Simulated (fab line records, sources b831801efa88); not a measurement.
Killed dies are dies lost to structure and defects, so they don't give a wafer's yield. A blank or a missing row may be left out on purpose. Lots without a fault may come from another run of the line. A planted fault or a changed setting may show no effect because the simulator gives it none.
Split-lot experiment | flow gf180mcu | 5 lots, 23 wafers read, on a route of 602 steps

THE SPLIT
At GF_POLY_GATE_CVD_00 (deposits poly-Si, target thk 200 nm, time 1200 s), the setting time_s was moved away from the recipe's 1200 s on 15 of the 23 wafers read, by -14.0% to +6.3%. The other wafers ran this setting at the recipe's value.

The file shows no step between the split and the reading.

THE READING
POLY_GATE_CVD_00_THK, in nm, at GF_POLY_GATE_THK_MEAS_01. Fault-free wafers of this fab line usually give 201.1 nm, standard deviation 1.5 nm.

wafer  | tool, chamber at the split | time_s as run, s | against the recipe | POLY_GATE_CVD_00_THK, nm | against lot-mates on the recipe
L075.1 | -, -                       | 1032             | -14.0%             | 175.5                    | no lot-mate on the recipe
L075.2 | -, -                       | 1032             | -14.0%             | 173.8                    | no lot-mate on the recipe
L075.3 | -, -                       | 1032             | -14.0%             | 173.1                    | no lot-mate on the recipe
L075.5 | -, -                       | 1032             | -14.0%             | 173.8                    | no lot-mate on the recipe
L075.6 | -, -                       | 1032             | -14.0%             | 171.6                    | no lot-mate on the recipe
L077.1 | lpcvd-01, 1                | 1200             | recipe             | 202.4                    | -
L077.2 | lpcvd-01, 1                | 1200             | recipe             | 201.6                    | -
L077.5 | lpcvd-01, 1                | 1200             | recipe             | 200.9                    | -
L082.1 | -, -                       | 1267             | +5.6%              | 212.5                    | no lot-mate on the recipe
L082.2 | -, -                       | 1267             | +5.6%              | 211.7                    | no lot-mate on the recipe
L082.4 | -, -                       | 1267             | +5.6%              | 214.4                    | no lot-mate on the recipe
L082.5 | -, -                       | 1267             | +5.6%              | 212.4                    | no lot-mate on the recipe
L082.6 | -, -                       | 1267             | +5.6%              | 214.4                    | no lot-mate on the recipe
L083.1 | -, -                       | 1200             | recipe             | 201.4                    | -
L083.2 | -, -                       | 1200             | recipe             | 200.2                    | -
L083.3 | -, -                       | 1200             | recipe             | 198.9                    | -
L083.5 | -, -                       | 1200             | recipe             | 199.8                    | -
L083.6 | -, -                       | 1200             | recipe             | 200.2                    | -
L084.1 | -, -                       | 1276             | +6.3%              | 215.3                    | no lot-mate on the recipe
L084.3 | -, -                       | 1276             | +6.3%              | 213.6                    | no lot-mate on the recipe
L084.4 | -, -                       | 1276             | +6.3%              | 215.0                    | no lot-mate on the recipe
L084.5 | -, -                       | 1276             | +6.3%              | 214.8                    | no lot-mate on the recipe
L084.6 | -, -                       | 1276             | +6.3%              | 215.1                    | no lot-mate on the recipe

THE FIT
A straight line over all 23 wafers: POLY_GATE_CVD_00_THK changes by +2.02 nm for each +1% of time_s; r = +1.00; the points scatter about the line by 1.2 nm.
Too few moved wafers have a lot-mate on the recipe to fit a line with each lot's own level taken away.

THE WHOLE CHAIN: every reading that the file lists as answering this split, in the file's order
step                     | what it does                                     | reading                                                                             | change (the file's fit)              | r (the file's)
GF_POLY_GATE_CVD_00      | deposits poly-Si, target thk 200 nm, time 1200 s | poly-Si_of_POLY_GATE_CVD_00.thk_nm (the simulator's own value, which no gauge read) | +2.02 nm for each +1% of the setting | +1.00
GF_POLY_GATE_THK_MEAS_01 |                                                  | POLY_GATE_CVD_00_THK                                                                | +2.02 for each +1% of the setting    | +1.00

THE FILE'S OWN FIT
POLY_GATE_CVD_00_THK changes by +2.02 nm for each +1% of time_s, r = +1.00.
